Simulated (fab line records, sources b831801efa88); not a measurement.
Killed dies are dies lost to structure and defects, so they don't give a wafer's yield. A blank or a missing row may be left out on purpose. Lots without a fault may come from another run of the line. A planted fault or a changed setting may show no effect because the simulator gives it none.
Which tool did it? | flow gf180mcu | 6 lots, 18 wafers sampled, at 2 steps of a route of 602

WHAT THE GAUGES READ, wafer by wafer
GF_CONTACT_THK_MEAS_03.
lot  | measured     | on            | CONTACT_CVD_02_THK (nm)
L884 | day 15 10:38 | film_metro-02 | 846 854 871
L888 | day 16 20:08 | film_metro-01 | 844 859 873
L892 | day 18 13:57 | film_metro-02 | 854 847 855
L900 | day 21 10:20 | film_metro-02 | 839 832 875
L901 | day 21 21:22 | film_metro-01 | 864 881 1127 864 880 1128
L904 | day 22 13:22 | film_metro-02 | 849 837 856

WHICH TOOL RAN EACH LOT (tool, then ch and the chambers of the sampled wafers, then the start)
lot  | GF_CONTACT_CVD_02
L884 | pecvd-03 ch 0,1,2, day 15 10:34
L888 | pecvd-03 ch 1,2, day 16 20:04
L892 | pecvd-02 ch 0,1,2, day 18 13:53
L900 | pecvd-02 ch 0,1,2, day 21 10:16
L901 | pecvd-03 ch 0,1,2, day 21 21:18
L904 | pecvd-02 ch 0,1,2, day 22 13:18
- GF_CONTACT_CVD_02: deposits SiO2 from TEOS, target thk 860 nm, time 95.992 s.

THE ANSWER, worked out from the rows above alone
Rule: what is usual is taken from the lots themselves. Put in order of their means at a reading, lots are off if they are a third of the lots or fewer, leave a main group of 4 or more, and stand apart from it by a gap of 3 or more times the standard deviation of the main group's means; of several such gaps the widest counts. A main group whose means are all the same, to the digits that the tables above print for the reading, isn't used. A lot without any number at a reading at which 4 lots or more have one is off too. The other lots that the step has rows for count as sound.
Off: L901, at GF_CONTACT_THK_MEAS_03 (CONTACT_CVD_02_THK). The main group: mean 853 nm, standard deviation 4.5.
A tool fits if, at a process step before that reading, it ran every lot that is off, and no sound lot after the first of them. The gauges at GF_CONTACT_THK_MEAS_03 are tried like those tools. Can't be told from this: 2 tools fit, pecvd-03 at GF_CONTACT_CVD_02, film_metro-01 at GF_CONTACT_THK_MEAS_03.

WHAT THE SIMULATOR HAD PUT IN
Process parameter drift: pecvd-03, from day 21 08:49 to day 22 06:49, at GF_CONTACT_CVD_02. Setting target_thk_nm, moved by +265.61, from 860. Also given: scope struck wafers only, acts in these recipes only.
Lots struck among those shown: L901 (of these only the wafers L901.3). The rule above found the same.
